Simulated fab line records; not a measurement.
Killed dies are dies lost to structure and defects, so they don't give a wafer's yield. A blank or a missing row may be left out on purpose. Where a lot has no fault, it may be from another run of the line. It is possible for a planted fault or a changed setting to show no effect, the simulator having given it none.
Which tool is to blame? / flow gf180mcu / Sampling: 12 lots, 36 wafers, 5 of 602 route steps

## WHAT THE GAUGES READ, wafer by wafer
GF_M4_RS_MEAS_05: the measuring method here is four-point-probe. Usual: M4_ALCU_RS gives 0.0692 ohm/sq (standard deviation 0.00092).
lot=L715; measured=day 23 10:29; on=filmMetro-04; M4_ALCU_RS (ohm/sq)=0.0694 0.0692 0.0679; flag=
lot=L716; measured=day 24 02:44; on=filmMetro-04; M4_ALCU_RS (ohm/sq)=0.0695 0.0695 0.0687; flag=
lot=L717; measured=day 24 13:56; on=filmMetro-02; M4_ALCU_RS (ohm/sq)=0.0690 0.0690 0.0695; flag=
lot=L719; measured=day 25 14:04; on=filmMetro-04; M4_ALCU_RS (ohm/sq)=0.0705 0.0693 0.0693; flag=
lot=L720; measured=day 25 19:32; on=filmMetro-02; M4_ALCU_RS (ohm/sq)=0.0694 0.0695 0.0692; flag=
lot=L722; measured=day 26 16:22; on=filmMetro-01; M4_ALCU_RS (ohm/sq)=0.0699 0.0684 0.0696; flag=
lot=L723; measured=day 26 21:55; on=filmMetro-04; M4_ALCU_RS (ohm/sq)=0.0688 0.0692 0.0709; flag=
lot=L726; measured=day 28 07:01; on=filmMetro-01; M4_ALCU_RS (ohm/sq)=0.0678 0.0686 0.0687; flag=
lot=L729; measured=day 28 12:16; on=filmMetro-01; M4_ALCU_RS (ohm/sq)=0.0692 0.0697 0.0696; flag=
lot=L730; measured=day 28 20:59; on=filmMetro-02; M4_ALCU_RS (ohm/sq)=0.0688 0.0675 0.0668; flag=
lot=L732; measured=day 29 01:53; on=filmMetro-02; M4_ALCU_RS (ohm/sq)=0.0677 0.0705 0.0685; flag=
lot=L734; measured=day 29 23:32; on=filmMetro-01; M4_ALCU_RS (ohm/sq)=0.0684 0.0699 0.0696; flag=

GF_M4_CD_MEAS_14: target cd 280 nm. Usual: cdNm at 279.6 nm, with a standard deviation of 1.3.
lot=L715; measured=day 24 08:57; on=cdSem-01; cdNm (nm)=281.2 281.0 280.4; flag=
lot=L716; measured=day 25 00:09; on=cdSem-02; cdNm (nm)=278.4 281.3 280.2; flag=
lot=L717; measured=day 25 10:53; on=cdSem-02; cdNm (nm)=279.2 278.9 279.8; flag=
lot=L719; measured=day 26 10:31; on=cdSem-01; cdNm (nm)=279.6 278.0 277.7; flag=
lot=L720; measured=day 26 15:51; on=cdSem-01; cdNm (nm)=281.4 281.0 281.2; flag=
lot=L722; measured=day 27 12:15; on=cdSem-01; cdNm (nm)=280.0 280.3 279.0; flag=
lot=L723; measured=day 27 17:44; on=cdSem-01; cdNm (nm)=280.4 280.6 280.0; flag=
lot=L726; measured=day 29 02:24; on=cdSem-02; cdNm (nm)=280.2 278.6 280.1; flag=
lot=L729; measured=day 29 07:36; on=cdSem-01; cdNm (nm)=269.0 270.0 268.7; flag=OFF
lot=L730; measured=day 29 16:04; on=cdSem-02; cdNm (nm)=279.2 279.7 278.8; flag=
lot=L732; measured=day 29 20:39; on=cdSem-01; cdNm (nm)=271.3 272.9 271.8; flag=OFF
lot=L734; measured=day 30 17:21; on=cdSem-02; cdNm (nm)=276.1 277.3 277.3; flag=

## WHAT TOOL EACH LOT RAN ON (gives the tool, then ch and the chambers of the sampled wafers, and finally the start)
lot=L715; GF_V3_STRIP_18=plasmaAsher-01 ch 0,1, day 23 08:59; GF_V3_SPUTTER_22=pvdSputter-02, day 23 09:38; GF_M4_SOFTBAKE_10=lithoTrack-02 ch 0, day 23 22:07
lot=L716; GF_V3_STRIP_18=plasmaAsher-01 ch 0,1, day 24 01:17; GF_V3_SPUTTER_22=pvdSputter-04, day 24 01:53; GF_M4_SOFTBAKE_10=lithoTrack-02 ch 0, day 24 13:37
lot=L717; GF_V3_STRIP_18=plasmaAsher-01 ch 0,1, day 24 12:28; GF_V3_SPUTTER_22=pvdSputter-03, day 24 13:02; GF_M4_SOFTBAKE_10=lithoTrack-01 ch 0, day 25 00:24
lot=L719; GF_V3_STRIP_18=plasmaAsher-01 ch 0, day 25 12:14; GF_V3_SPUTTER_22=pvdSputter-02, day 25 13:10; GF_M4_SOFTBAKE_10=lithoTrack-03 ch 0, day 26 00:17
lot=L720; GF_V3_STRIP_18=plasmaAsher-03 ch 0,1, day 25 18:02; GF_V3_SPUTTER_22=pvdSputter-04, day 25 18:38; GF_M4_SOFTBAKE_10=lithoTrack-02 ch 0, day 26 05:31
lot=L722; GF_V3_STRIP_18=plasmaAsher-01 ch 0,1, day 26 14:47; GF_V3_SPUTTER_22=pvdSputter-03, day 26 15:30; GF_M4_SOFTBAKE_10=lithoTrack-01 ch 0, day 27 02:03
lot=L723; GF_V3_STRIP_18=plasmaAsher-04 ch 0,1, day 26 20:28; GF_V3_SPUTTER_22=pvdSputter-04, day 26 21:02; GF_M4_SOFTBAKE_10=lithoTrack-01 ch 0, day 27 08:18
lot=L726; GF_V3_STRIP_18=plasmaAsher-03 ch 0,1, day 28 05:32; GF_V3_SPUTTER_22=pvdSputter-02, day 28 06:10; GF_M4_SOFTBAKE_10=lithoTrack-01 ch 0, day 28 16:33
lot=L729; GF_V3_STRIP_18=plasmaAsher-03 ch 0,1, day 28 10:41; GF_V3_SPUTTER_22=pvdSputter-02, day 28 11:23; GF_M4_SOFTBAKE_10=lithoTrack-02 ch 0, day 28 21:40
lot=L730; GF_V3_STRIP_18=plasmaAsher-04 ch 0,1, day 28 19:32; GF_V3_SPUTTER_22=pvdSputter-02, day 28 20:08; GF_M4_SOFTBAKE_10=lithoTrack-01 ch 0, day 29 06:45
lot=L732; GF_V3_STRIP_18=plasmaAsher-04 ch 0,1, day 29 00:26; GF_V3_SPUTTER_22=pvdSputter-02, day 29 01:02; GF_M4_SOFTBAKE_10=lithoTrack-02 ch 0, day 29 11:07
lot=L734; GF_V3_STRIP_18=plasmaAsher-03 ch 0,1, day 29 22:05; GF_V3_SPUTTER_22=pvdSputter-03, day 29 22:41; GF_M4_SOFTBAKE_10=lithoTrack-01 ch 0, day 30 08:12
- GF_V3_STRIP_18: strips in O2/N2.
- GF_V3_SPUTTER_22: material TiN, target thk 10 nm, time 40 s.
- GF_M4_SOFTBAKE_10: time 60 s.

## AS READ BY THE TOOLS THEMSELVES (means over the sampled wafers that have a number; for cases with no such wafer, the mark the record gives instead)
GF_V3_STRIP_18. Usual: chamberPressureMTorr 1500.0 mTorr, standard deviation 1.5; drypumpMotorCurrentA 5.4 A, standard deviation 0.52; heaterPowerW 326 W, standard deviation 18; oesProductAu 0.592 a.u., standard deviation 0.0059.
lot=L715; tool=plasmaAsher-01; chamberPressureMTorr (mTorr)=1500.8; drypumpMotorCurrentA (A)=5.8; heaterPowerW (W)=348; oesProductAu (a.u.)=0.594; flag=
lot=L716; tool=plasmaAsher-01; chamberPressureMTorr (mTorr)=1499.7; drypumpMotorCurrentA (A)=5.8; heaterPowerW (W)=345; oesProductAu (a.u.)=0.591; flag=
lot=L717; tool=plasmaAsher-01; chamberPressureMTorr (mTorr)=1498.8; drypumpMotorCurrentA (A)=5.9; heaterPowerW (W)=346; oesProductAu (a.u.)=0.596; flag=
lot=L719; tool=plasmaAsher-01; chamberPressureMTorr (mTorr)=1499.2; drypumpMotorCurrentA (A)=5.6; heaterPowerW (W)=346; oesProductAu (a.u.)=0.592; flag=
lot=L720; tool=plasmaAsher-03; chamberPressureMTorr (mTorr)=1498.0; drypumpMotorCurrentA (A)=5.0; heaterPowerW (W)=316; oesProductAu (a.u.)=0.596; flag=
lot=L722; tool=plasmaAsher-01; chamberPressureMTorr (mTorr)=1499.3; drypumpMotorCurrentA (A)=5.9; heaterPowerW (W)=348; oesProductAu (a.u.)=0.591; flag=
lot=L723; tool=plasmaAsher-04; chamberPressureMTorr (mTorr)=1500.3; drypumpMotorCurrentA (A)=5.4; heaterPowerW (W)=324; oesProductAu (a.u.)=0.597; flag=
lot=L726; tool=plasmaAsher-03; chamberPressureMTorr (mTorr)=1500.4; drypumpMotorCurrentA (A)=4.8; heaterPowerW (W)=310; oesProductAu (a.u.)=0.591; flag=
lot=L729; tool=plasmaAsher-03; chamberPressureMTorr (mTorr)=1500.3; drypumpMotorCurrentA (A)=5.0; heaterPowerW (W)=314; oesProductAu (a.u.)=0.590; flag=
lot=L730; tool=plasmaAsher-04; chamberPressureMTorr (mTorr)=1501.1; drypumpMotorCurrentA (A)=5.7; heaterPowerW (W)=316; oesProductAu (a.u.)=0.595; flag=
lot=L732; tool=plasmaAsher-04; chamberPressureMTorr (mTorr)=1501.3; drypumpMotorCurrentA (A)=5.7; heaterPowerW (W)=313; oesProductAu (a.u.)=0.592; flag=
lot=L734; tool=plasmaAsher-03; chamberPressureMTorr (mTorr)=1500.2; drypumpMotorCurrentA (A)=4.9; heaterPowerW (W)=307; oesProductAu (a.u.)=0.592; flag=

GF_V3_SPUTTER_22. Usual: throttleValvePct at 30.6 %, with a standard deviation of 0.83.
lot=L715; tool=pvdSputter-02; throttleValvePct (%)=30.8; flag=
lot=L716; tool=pvdSputter-04; throttleValvePct (%)=31.0; flag=
lot=L717; tool=pvdSputter-03; throttleValvePct (%)=31.2; flag=
lot=L719; tool=pvdSputter-02; throttleValvePct (%)=30.7; flag=
lot=L720; tool=pvdSputter-04; throttleValvePct (%)=30.5; flag=
lot=L722; tool=pvdSputter-03; throttleValvePct (%)=30.5; flag=
lot=L723; tool=pvdSputter-04; throttleValvePct (%)=29.4; flag=
lot=L726; tool=pvdSputter-02; throttleValvePct (%)=30.7; flag=
lot=L729; tool=pvdSputter-02; throttleValvePct (%)=30.8; flag=
lot=L730; tool=pvdSputter-02; throttleValvePct (%)=30.7; flag=
lot=L732; tool=pvdSputter-02; throttleValvePct (%)=30.9; flag=
lot=L734; tool=pvdSputter-03; throttleValvePct (%)=30.7; flag=

GF_M4_SOFTBAKE_10. Usual: heaterPowerTotalW 93.05 W, standard deviation 0.06; plateTempC 129.99 C, standard deviation 0.15.
lot=L715; tool=lithoTrack-02; heaterPowerTotalW (W)=93.06; plateTempC (C)=129.92; flag=
lot=L716; tool=lithoTrack-02; heaterPowerTotalW (W)=93.06; plateTempC (C)=129.97; flag=
lot=L717; tool=lithoTrack-01; heaterPowerTotalW (W)=93.10; plateTempC (C)=130.06; flag=
lot=L719; tool=lithoTrack-03; heaterPowerTotalW (W)=93.02; plateTempC (C)=129.93; flag=
lot=L720; tool=lithoTrack-02; heaterPowerTotalW (W)=93.06; plateTempC (C)=129.88; flag=
lot=L722; tool=lithoTrack-01; heaterPowerTotalW (W)=93.05; plateTempC (C)=129.88; flag=
lot=L723; tool=lithoTrack-01; heaterPowerTotalW (W)=93.04; plateTempC (C)=130.08; flag=
lot=L726; tool=lithoTrack-01; heaterPowerTotalW (W)=93.03; plateTempC (C)=130.10; flag=
lot=L729; tool=lithoTrack-02; heaterPowerTotalW (W)=95.76; plateTempC (C)=132.81; flag=OFF
lot=L730; tool=lithoTrack-01; heaterPowerTotalW (W)=93.03; plateTempC (C)=129.83; flag=
lot=L732; tool=lithoTrack-02; heaterPowerTotalW (W)=95.79; plateTempC (C)=132.78; flag=OFF
lot=L734; tool=lithoTrack-01; heaterPowerTotalW (W)=93.10; plateTempC (C)=130.24; flag=

## THE ANSWER, worked out from the rows above alone
Rule: lot off if the mean of its wafers having a number is beyond 3 standard deviations from the usual mean. A lot without any number at a reading at which 4 lots or more have one is off too. Any other lot the step has rows for is counted as sound. After the gauges, taken in route order, come the tools' own readings; for these a lot's mean is taken, as printed above. The first step at which some lot is off is used, and at that step the reading that is off furthest; a lot without a number counts as furthest.
Off: L729, L732 (GF_M4_CD_MEAS_14, cdNm).
If a tool, at a process step before that reading, ran all the lots that are off and no sound lot after the first of them, it fits. The gauges at GF_M4_CD_MEAS_14 aren't tried: what is off there is off at GF_M4_SOFTBAKE_10 too, on other tools, and a gauge's error can't cause that. One candidate fits, namely lithoTrack-02 at GF_M4_SOFTBAKE_10. Its last sound lot is L720 (day 26 05:31), its first lot that is off L729 (day 28 21:40): a fault that began between those two fits.
The tool's own readings at GF_M4_SOFTBAKE_10 bear it out: on the lots that are off they differ by more than 5 times the standard deviation of the sound lots' means. heaterPowerTotalW reads 95.78 W there against 93.06 W on the sound lots; plateTempC reads 132.80 C there against 129.99 C on the sound lots.

## WHAT WAS PUT IN BY THE SIMULATOR
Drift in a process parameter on lithoTrack-02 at GF_M4_SOFTBAKE_10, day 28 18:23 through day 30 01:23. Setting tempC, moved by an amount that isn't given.
Shown lots that were struck: L729, L732. This agrees with what the rule above found.
